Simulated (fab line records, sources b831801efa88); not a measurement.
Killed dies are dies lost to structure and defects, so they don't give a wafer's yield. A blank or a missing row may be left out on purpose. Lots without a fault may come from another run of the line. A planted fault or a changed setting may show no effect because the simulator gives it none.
Which tool did it? | flow sfq_line | 7 lots, 21 wafers sampled, at 3 steps of a route of 325

WHAT THE GAUGES READ, wafer by wafer
SFQ_M8_OVL_MEAS_948.
lot  | measured     | on         | M8_OVL (nm)
L551 | day 68 18:29 | overlay-02 | 1 1 -3
L554 | day 70 12:25 | overlay-02 | 14 9 15
L556 | day 70 23:13 | overlay-02 | 2 5 0
L559 | day 74 23:29 | overlay-02 | 8 5 6
L567 | day 80 19:41 | overlay-02 | - - -
L571 | day 81 10:30 | overlay-02 | 0 1 -1
L573 | day 81 14:07 | overlay-02 | 5 6 9

WHICH TOOL RAN EACH LOT (tool, then ch and the chambers of the sampled wafers, then the start)
lot  | SFQ_TRILAYER_C5_ETCH_VIA_ETCH_154  | SFQ_TRILAYER_I7_VIA_LITHO_DEVELOP_189
L551 | rie_diel-02 ch 1,3, day 52 15:46   | litho_track-03 ch 0, day 64 17:50
L554 | rie_diel-01 ch 0,1, day 52 21:58   | litho_track-01 ch 0, day 67 03:30
L556 | rie_diel-02 ch 0,3, day 53 04:58   | litho_track-03 ch 0, day 67 22:25
L559 | rie_diel-02 ch 0,1,3, day 53 21:02 | litho_track-02 ch 0, day 71 17:04
L567 | rie_diel-01 ch 0,1,3, day 69 22:09 | litho_track-01, day 78 01:09
L571 | rie_diel-03 ch 1,2,3, day 70 06:33 | litho_track-03 ch 0, day 78 09:33
L573 | rie_diel-01 ch 0,1,2, day 70 08:57 | litho_track-02 ch 0, day 78 16:46
- SFQ_TRILAYER_C5_ETCH_VIA_ETCH_154: etches SiO2 in CHF3, stops on Nb, target depth 84 nm.
- SFQ_TRILAYER_I7_VIA_LITHO_DEVELOP_189: time 60 s.

THE ANSWER, worked out from the rows above alone
Rule: what is usual is taken from the lots themselves. Put in order of their means at a reading, lots are off if they are a third of the lots or fewer, leave a main group of 4 or more, and stand apart from it by a gap of 3 or more times the standard deviation of the main group's means; of several such gaps the widest counts. A main group whose means are all the same, to the digits that the tables above print for the reading, isn't used. A lot without any number at a reading at which 4 lots or more have one is off too. The other lots that the step has rows for count as sound.
Off: L567, at SFQ_M8_OVL_MEAS_948 (M8_OVL). Without a number there: L567. The main group: mean 5 nm, standard deviation 4.5.
A tool fits if, at a process step before that reading, it ran every lot that is off, and no sound lot after the first of them. The gauges at SFQ_M8_OVL_MEAS_948 are tried like those tools. One fits: litho_track-01 at SFQ_TRILAYER_I7_VIA_LITHO_DEVELOP_189. Its last sound lot is L554 (day 67 03:30), its first lot that is off L567 (day 78 01:09): a fault that began between those two fits.

WHAT THE SIMULATOR HAD PUT IN
Skipped step whole: litho_track-01, from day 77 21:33 on, at SFQ_TRILAYER_I7_VIA_LITHO_DEVELOP_189. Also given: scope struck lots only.
Lots struck among those shown: L567. The rule above found the same.
